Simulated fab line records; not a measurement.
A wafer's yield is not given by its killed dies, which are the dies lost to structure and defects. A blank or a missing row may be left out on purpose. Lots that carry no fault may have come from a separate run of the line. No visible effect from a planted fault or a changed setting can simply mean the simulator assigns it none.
Chamber matching | flow gf180mcu | GF_V1_ETCH_16 on rie diel-03: 4 sister chambers
The step etches BARC in N2/H2. 16 wafers are shown with their chamber, then 8 later ones without.

== WAFERS, EACH WITH ITS CHAMBER ==
wafer  | chamber | throttle valve pct (%) | chamber pressure mTorr (mTorr) | oes product au (a.u.)
L329.3 | 0       | 13.220                 | 29.996                         | 0.852
L329.4 | 2       | 13.235                 | 30.031                         | 0.854
L329.6 | 0       | 13.215                 | 30.006                         | 0.852
L331.1 | 0       | 13.229                 | 30.016                         | 0.854
L331.2 | 2       | 13.221                 | 30.003                         | 0.847
L331.6 | 3       | 13.222                 | 30.012                         | 0.859
L334.2 | 0       | 13.222                 | 29.991                         | 0.855
L334.4 | 0       | 13.234                 | 29.938                         | 0.852
L334.6 | 3       | 13.235                 | 29.983                         | 0.848
L336.1 | 2       | 13.234                 | 29.931                         | 0.848
L336.4 | 3       | 13.221                 | 30.034                         | 0.852
L336.5 | 0       | 13.223                 | 30.015                         | 0.854
L345.1 | 1       | 13.222                 | 29.977                         | 0.852
L345.2 | 2       | 13.227                 | 29.995                         | 0.856
L345.4 | 0       | 13.233                 | 30.004                         | 0.853
L346.2 | 1       | 13.220                 | 29.972                         | 0.853

SIGNATURES, as means of the wafers listed above
reading                | chamber 0 | chamber 1 | chamber 2 | chamber 3 | scatter within a chamber
throttle valve pct     | 13.22514  | 13.22100  | 13.22925  | 13.22600  | 0.00678
chamber pressure mTorr | 29.99514  | 29.97450  | 29.99000  | 30.00967  | 0.0303
oes product au         | 0.85314   | 0.85250   | 0.85125   | 0.85300   | 0.00329
Rule: a wafer's distance from a chamber is the root of the sum, over the readings, of the square of ((its reading less the chamber's mean) divided by the reading's scatter). The wafer belongs to the nearest chamber; if the next one is less than 2 further off, it can't be placed. How the scatter is found: for the shown wafers, subtract from each reading the mean of its chamber, square and add these, divide the total by (wafers less chambers), then take the root.

== WAFERS WHOSE CHAMBER IS MISSING ==
wafer  | throttle valve pct (%) | chamber pressure mTorr (mTorr) | oes product au (a.u.)
L346.5 | 13.243                 | 29.981                         | 0.863
L346.6 | 13.227                 | 30.047                         | 0.852
L347.3 | 13.215                 | 30.045                         | 0.861
L347.4 | 13.240                 | 30.026                         | 0.856
L347.6 | 13.221                 | 30.005                         | 0.855
L350.1 | 13.216                 | 29.995                         | 0.855
L350.2 | 13.209                 | 30.025                         | 0.855
L350.5 | 13.225                 | 29.995                         | 0.857

== WHICH CHAMBER EACH ONE RAN IN ==
wafer  | from the rows above               | in truth
L346.5 | can't be placed: 0 or 3 or 2 or 1 | 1
L346.6 | can't be placed: 3 or 0 or 2 or 1 | 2
L347.3 | can't be placed: 3 or 0 or 1 or 2 | 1
L347.4 | can't be placed: 3 or 2 or 0 or 1 | 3
L347.6 | can't be placed: 0 or 3 or 1 or 2 | 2
L350.1 | can't be placed: 1 or 0 or 3 or 2 | 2
L350.2 | can't be placed: 1 or 3 or 0 or 2 | 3
L350.5 | can't be placed: 0 or 3 or 1 or 2 | 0
Placed correctly: 0 of 8. Cannot be placed on the basis of these rows: 8; the candidates contain the true chamber in 8. Number placed wrongly: 0.
